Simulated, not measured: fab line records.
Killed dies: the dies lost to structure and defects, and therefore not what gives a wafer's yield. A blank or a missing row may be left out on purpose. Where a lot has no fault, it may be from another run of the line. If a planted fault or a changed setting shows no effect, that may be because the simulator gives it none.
Matching of chambers | flow sky130 | SKY_FIELD_ISO_CMP_27 on cmp-02 has 4 sister chambers
The step polishes, stops on Si3N4, t overpolish 16 s, target thk 457.8 nm. 8 wafers are shown with their chamber, then 7 later ones without.

EACH WAFER AND ITS CHAMBER
wafer  | chamber | motor current A (A) | time to endpoint s (s)
L799.1 | 1       | 13.6                | 111
L799.6 | 3       | 13.1                | 115
L800.1 | 0       | 10.7                | 112
L800.3 | 1       | 12.7                | 110
L805.4 | 0       | 10.3                | 109
L805.5 | 2       | 12.2                | 113
L808.2 | 2       | 11.5                | 110
L808.4 | 3       | 12.6                | 116

WAFERS MISSING THEIR CHAMBER
wafer  | motor current A (A) | time to endpoint s (s)
L808.5 | 12.3                | 110
L809.1 | 12.1                | 108
L809.2 | 12.6                | 109
L809.3 | 10.4                | 104
L810.1 | 13.0                | 118
L810.2 | 13.5                | 109
L810.6 | 11.8                | 113

WHICH CHAMBER EACH ONE RAN IN
wafer  | from the rows above          | in truth
L808.5 | can't be placed: 2 or 1      | 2
L809.1 | can't be placed: 2 or 1 or 0 | 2
L809.2 | can't be placed: 1 or 2      | 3
L809.3 | can't be placed: 0 or 2      | 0
L810.1 | 3                            | 3
L810.2 | 1                            | 1
L810.6 | can't be placed: 2 or 3      | 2
Correct placement for 2 of the 7. Cannot be placed on the basis of these rows: 5; the candidates contain the true chamber in 4. Placed wrongly: 0.
How it was worked out, from the rows above alone: a wafer's distance from a chamber is the root of the sum, over the readings, of the square of ((its reading less the chamber's mean) divided by the reading's scatter). The wafer belongs to the nearest chamber; if the next one is less than 2 further off, it can't be placed. Each chamber's mean is taken over the wafers shown for it. The scatter: take each reading less its chamber's mean, square it, sum over the shown wafers, divide by the number of wafers less the number of chambers, and take the root.
